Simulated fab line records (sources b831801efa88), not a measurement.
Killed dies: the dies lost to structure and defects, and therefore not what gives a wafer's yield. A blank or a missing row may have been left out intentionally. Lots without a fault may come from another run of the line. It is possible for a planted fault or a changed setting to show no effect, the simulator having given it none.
Matching of chambers + flow gf180mcu + GF_V2_CMP_26 on cmp-02: 4 sister chambers
The step polishes, stops on SiO2, t overpolish 15 s, target thk 0 nm. 4 wafers are shown with their chamber, then 7 later ones without.

== WAFERS PAIRED WITH THEIR CHAMBERS ==
| wafer  | chamber | motor current A (A) |
|--------|---------|---------------------|
| L775.5 | 3       | 9.7                 |
| L793.2 | 2       | 11.6                |
| L794.2 | 0       | 11.7                |
| L794.4 | 1       | 14.9                |

== WAFERS MISSING THEIR CHAMBER ==
| wafer  | motor current A (A) |
|--------|---------------------|
| L794.5 | 15.8                |
| L795.1 | 11.8                |
| L795.3 | 11.5                |
| L795.6 | 9.2                 |
| L796.1 | 11.6                |
| L796.2 | 11.7                |
| L796.4 | 14.8                |

== CHAMBER TAKEN BY EACH ==
| wafer  | from the rows above     | in truth |
|--------|-------------------------|----------|
| L794.5 | 1                       | 1        |
| L795.1 | can't be placed: 0 or 2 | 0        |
| L795.3 | can't be placed: 2 or 0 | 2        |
| L795.6 | 3                       | 3        |
| L796.1 | can't be placed: 2 or 0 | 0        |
| L796.2 | can't be placed: 0 or 2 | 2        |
| L796.4 | 1                       | 1        |
Correctly placed: 3 of 7. Unplaceable from these rows: 4, with the true chamber sitting among the candidates in 4. Wrongly placed: 0.
How it was worked out, from the rows above alone: a wafer's distance from a chamber is the root of the sum, over the readings, of the square of ((its reading less the chamber's mean) divided by the reading's scatter). If the next closest chamber is less than 2 further off than the closest, the wafer can't be placed; otherwise it belongs to the closest. Each chamber's mean is taken over the wafers shown for it. The scatter: with one shown wafer a chamber, the root of the mean of the squares of how far each hidden wafer lies from its nearest shown one.
